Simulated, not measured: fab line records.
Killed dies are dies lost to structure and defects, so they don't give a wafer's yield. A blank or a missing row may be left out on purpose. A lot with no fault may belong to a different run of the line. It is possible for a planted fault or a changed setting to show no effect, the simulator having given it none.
One fault through the eyes of 2 desks :: flow gf180mcu :: what lay behind the numbers comes last; until then each desk has only its own

THE METROLOGY DESK
What the gauges read, lot by lot, whatever tool the lot ran on: means of the sampled wafers that have a number. Any lot whose mean is over 4 standard deviations away from the usual mean is out of limits and marked OUT; that distance is given in the brackets.
Columns: A = INCOMING_BOW at GF_STI_BOW_MEAS_00, usual 1 um; B = STI_OXIDATION_THK at GF_STI_THK_MEAS_02, usual 10.01 nm; C = STI_CVD_03_THK at GF_STI_THK_MEAS_04, usual 208.9 nm; D = cd-nm at GF_STI_CD_MEAS_12, usual 220.1 nm; E = STI_OXIDATION_01_THK at GF_STI_THK_MEAS_22, usual 15.04 nm; F = STI_CVD_23_THK at GF_STI_THK_MEAS_24, usual 646 nm; G = STI_OXIDATION_02_THK at GF_STI_THK_MEAS_30, usual 10.02 nm
lot: L278
first seen here: day 1 10:00
A: -4
B: 10.15
C: 211.5
D: 219.8
E: 15.18
F: 649
G: 10.16

lot: L283
first seen here: day 2 11:01
A: 5
B: 9.90
C: 209.7
D: 220.5
E: 14.65
F: 645
G: 10.01

lot: L286
first seen here: day 3 02:00
A: 2
B: 9.82
C: 208.6
D: 217.8
E: 15.26
F: 643
G: 9.83

lot: L291
first seen here: day 4 03:00
A: 1
B: 9.88
C: 209.9
D: 220.3
E: 15.24
F: 638
G: 10.20

lot: L294
first seen here: day 4 18:00
A: 2
B: 9.96
C: 211.8
D: 219.3
E: 14.74
F: 639
G: 9.81

lot: L296
first seen here: day 5 04:01
A: 1
B: 10.07
C: 206.2
D: 220.0
E: 15.19
F: 650
G: 9.98
This desk found nothing out of limits on any of the 6 lots.

TOOL OWNER'S DESK, furnace-01
The tool's own readings at GF_STI_OXIDATION_01 (stabilise 600 s, purge 300 s, target thk 10 nm): means of the sampled wafers that have a number, for each lot that ran on this tool. Any lot whose mean is over 4 standard deviations away from the usual mean is out of limits and marked OUT; that distance is given in the brackets.
Columns: A = ox-temp-c at GF_STI_OXIDATION_01, usual 900.1 C; B = spike-tc-bottom-C at GF_STI_OXIDATION_01, usual 918.6 C; C = tube-center-temp-C at GF_STI_OXIDATION_01, usual 900.01 C; D = zone-power-upper-pct at GF_STI_OXIDATION_01, usual 18.1 %
lot: L283
first seen here: day 2 11:37
A: 900.4
B: 916.2
C: 899.95
D: 16.9

lot: L291
first seen here: day 4 04:17
A: 900.1
B: 916.3
C: 900.04
D: 16.7

lot: L294
first seen here: day 4 18:07
A: 899.6
B: 917.2
C: 899.97
D: 16.8
This desk found nothing out of limits on any of the 3 lots.

TAKEN TOGETHER
At the metrology desk, nothing out of limits was observed.
The tool owner's desk saw nothing out of limits.

WHAT HAD BEEN PUT IN BY THE SIMULATOR
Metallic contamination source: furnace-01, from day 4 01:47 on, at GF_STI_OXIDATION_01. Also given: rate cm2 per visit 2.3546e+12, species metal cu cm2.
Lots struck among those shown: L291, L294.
